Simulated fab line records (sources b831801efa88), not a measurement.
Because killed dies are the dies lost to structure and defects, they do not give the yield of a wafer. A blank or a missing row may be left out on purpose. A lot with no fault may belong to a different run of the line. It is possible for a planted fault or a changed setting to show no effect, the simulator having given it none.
Chamber matching :: flow gf180mcu :: GF_MIM_CVD_05 on pecvd-03: 3 sister chambers
The step deposits Si3N4, target thk 42 nm, time 29.086 s. 6 wafers are shown with their chamber, then 7 later ones without.

WAFERS PAIRED WITH THEIR CHAMBERS
wafer: L087.6
chamber: 2
heater power outer w (W): 341
heater power w (W): 629

wafer: L090.3
chamber: 2
heater power outer w (W): 384
heater power w (W): 696

wafer: L090.4
chamber: 1
heater power outer w (W): 376
heater power w (W): 628

wafer: L090.6
chamber: 0
heater power outer w (W): 347
heater power w (W): 650

wafer: L091.3
chamber: 1
heater power outer w (W): 353
heater power w (W): 575

wafer: L091.4
chamber: 0
heater power outer w (W): 308
heater power w (W): 598

WAFERS MISSING THEIR CHAMBER
wafer: L091.5
heater power outer w (W): 355
heater power w (W): 586

wafer: L092.2
heater power outer w (W): 407
heater power w (W): 717

wafer: L092.4
heater power outer w (W): 410
heater power w (W): 710

wafer: L092.5
heater power outer w (W): 356
heater power w (W): 652

wafer: L096.2
heater power outer w (W): 389
heater power w (W): 635

wafer: L096.3
heater power outer w (W): 326
heater power w (W): 593

wafer: L096.5
heater power outer w (W): 390
heater power w (W): 704

WHICH CHAMBER EACH ONE RAN IN
wafer: L091.5
from the rows above: can't be placed: 1 or 0 or 2
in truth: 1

wafer: L092.2
from the rows above: can't be placed: 2 or 1 or 0
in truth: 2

wafer: L092.4
from the rows above: can't be placed: 2 or 1 or 0
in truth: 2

wafer: L092.5
from the rows above: can't be placed: 2 or 1 or 0
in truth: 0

wafer: L096.2
from the rows above: can't be placed: 2 or 1 or 0
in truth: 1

wafer: L096.3
from the rows above: can't be placed: 0 or 1 or 2
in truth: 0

wafer: L096.5
from the rows above: can't be placed: 2 or 1 or 0
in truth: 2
Correctly placed: 0 of 7. These rows do not allow placing 7 (true chamber among the candidates in 7). Wrongly placed: 0.
How it was worked out, from the rows above alone: a wafer's distance from a chamber is the root of the sum, over the readings, of the square of ((its reading less the chamber's mean) divided by the reading's scatter). The wafer belongs to the nearest chamber; if the next one is less than 2 further off, it can't be placed. Each chamber's mean is taken over the wafers shown for it. The scatter: take each reading less its chamber's mean, square it, sum over the shown wafers, divide by the number of wafers less the number of chambers, and take the root.
